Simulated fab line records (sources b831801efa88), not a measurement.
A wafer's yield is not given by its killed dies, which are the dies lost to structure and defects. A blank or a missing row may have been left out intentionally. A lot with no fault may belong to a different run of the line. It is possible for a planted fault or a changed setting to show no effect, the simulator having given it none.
fab line records    flow sfq-line
record: lots: 6  wafers: 18  last-day: 81
route steps=325 shown INCOMING@1 L0@3
lots that met no fault: taken from a fault-free run of the same line
start-h: hours from the record's opening day to when the first of the lot's shown wafers began    wait-h: time in hours since the lot's previous step    " repeats the value in the row above    L1.1+2: a row that stands for several wafers    - value missing, or start not given    * or withheld: withheld    < > ~ a bound
route shown NAME@n: NAME is a module with steps in the file, n the number in the route of the first one    usual: mean and standard deviation over wafers with no fault    same: alike in all rows    chamber/n: place in a boat    sites: the reading at each site    _std_site: the standard deviation of these    _edge_site: outer sites' mean less inner sites'    radius-mm: for every site, how far away it sits from the centre of the wafer    mask NAME#n: copy n    behind: the last tool/chamber to shape the wafer    hold: why the lot went on hold/how many hours it stayed there/how the hold came to an end    device: the transistor (n, p or np) that didn't switch    end of line: at the end of the route, the tests of the same wafers    a step without rows: its recipe alone    killed: dies lost to structure and defects at the first sort, not the wafer's yield    map: a wafer's dies, x killed, . not, _ none there
set.NAME: the setting that was run; set.NAME@STEP: the one run at that earlier step    model.NAME: the simulator's own value behind a step, which no gauge read
lots at some steps of the route; a table a step, a row a wafer
services: from which hour (start-h, from the record's first day; less than 0 if before it) a tool's chamber was out of use, for how many hours, and why
== steps ==
step: SFQ_INCOMING_BOW_MEAS_900
recipe: mode: bow
usual: INCOMING_BOW: 0/7
lot.wafer  tool           chamber  start-h  wait-h  INCOMING_BOW[um]
L334.1     film-metro-04  -        60.00    -       18
L334.3     "              -        "        "       -1
L334.4     "              -        "        "       3
L335.1     film-metro-04  -        65.00    -       1
L335.2     "              -        "        "       0
L335.3     "              -        "        "       -3
L336.1     film-metro-01  -        70.04    -       6
L336.5     "              -        "        "       1
L336.6     "              -        "        "       14
L341.1     film-metro-03  -        95.00    -       2
L341.3     "              -        "        "       4
L341.5     "              -        "        "       9
L342.1     film-metro-04  -        100.00   -       3
L342.2     "              -        "        "       -1
L342.5     "              -        "        "       -18
L343.1     film-metro-01  -        105.00   -       -3
L343.2     "              -        "        "       3
L343.3     "              -        "        "       -11
step: SFQ_TRILAYER_INCOMING_OXIDATION_002
recipe: temp-c: 1000  ambient: H2O  target-thk-a: 5000  p-h2o-torr: 720  ox-time-s: 4939
usual: ox-temp-c: 1000.1/0.42  ox-temp-c-max: 1004.6/1.6  tube_center_temp_C_max: 1002.6/0.44  zone-power-centre-pct: 24.2/1.6
lot.wafer  tool        chamber  start-h  wait-h  ox-temp-c  ox-temp-c-max  tube_center_temp_C_max  zone-power-centre-pct
L334.1     furnace-02  0        60.12    0.1     1000.2     1004.0         1002.4                  25.2
L334.3     "           0        "        "       1000.0     1002.8         1002.3                  26.0
L334.4     "           0        "        "       1000.4     1003.9         1002.2                  25.2
L335.1     furnace-01  -        65.12    0.1     -          -              -                       -
L335.2     "           -        "        "       -          -              -                       -
L335.3     "           -        "        "       -          -              -                       -
L336.1     furnace-02  -        70.16    0.1     -          -              -                       -
L336.5     "           -        "        "       -          -              -                       -
L336.6     "           -        "        "       -          -              -                       -
L341.1     furnace-02  0        95.12    0.1     999.4      1002.6         1001.9                  25.9
L341.3     "           0        "        "       999.2      1002.5         1003.6                  25.7
L341.5     "           0        "        "       1000.0     1003.3         1002.6                  26.0
L342.1     furnace-01  0        100.12   0.1     1000.7     1005.5         1002.7                  22.2
L342.2     "           0        "        "       1000.5     1006.2         1002.6                  22.3
L342.5     "           0        "        "       999.6      1006.2         1002.6                  22.5
L343.1     furnace-02  0        105.12   0.1     1000.0     1002.8         1002.3                  25.5
L343.2     "           0        "        "       1000.1     1004.1         1002.4                  25.8
L343.3     "           0        "        "       999.6      1002.9         1002.7                  25.7
step: SFQ_TRILAYER_L0_DEP_SPUTTER_003
recipe: material: MoNx_KI  base-pressure-pa: 1.33e-06  target-thk-nm: 40  power-w: 800  time-s: 100  chamber-pressure-pa: 0.4188
usual: throttle-valve-pct: 30.7/1
lot.wafer  tool            chamber  start-h  wait-h  throttle-valve-pct
L334.1     pvd-sputter-03  -        62.49    0.0     30.5
L334.3     "               -        "        "       29.6
L334.4     "               -        "        "       31.9
L335.1     pvd-sputter-04  -        67.49    0.0     30.5
L335.2     "               -        "        "       30.3
L335.3     "               -        "        "       29.8
L336.1     pvd-sputter-04  -        72.53    0.0     33.7
L336.5     "               -        "        "       30.5
L336.6     "               -        "        "       33.3
L341.1     pvd-sputter-03  -        97.49    0.0     30.7
L341.3     "               -        "        "       29.6
L341.5     "               -        "        "       29.4
L342.1     pvd-sputter-04  -        102.49   0.0     30.5
L342.2     "               -        "        "       29.8
L342.5     "               -        "        "       30.4
L343.1     pvd-sputter-03  -        107.49   0.0     31.5
L343.2     "               -        "        "       29.7
L343.3     "               -        "        "       30.5
== services ==
tool        chamber  start-h  hours  kind
furnace-02  -        44.67    3.5    pm
furnace-01  -        84.80    3.7    pm
== key ==
first-sign: step: SFQ_TRILAYER_INCOMING_OXIDATION_002  reading: tool-record  direction: missing
effect none on later readings
met-at SFQ_TRILAYER_INCOMING_OXIDATION_002
struck-wafers L335.1,L335.2,L335.3,L336.1,L336.5,L336.6
onset-between 60.12 65.12
fault: kind: skipped-step-whole  tool: furnace-01,furnace-02  chamber: -  onset-h: 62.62  steps: SFQ_TRILAYER_INCOMING_OXIDATION_002  scope: struck-lots-only
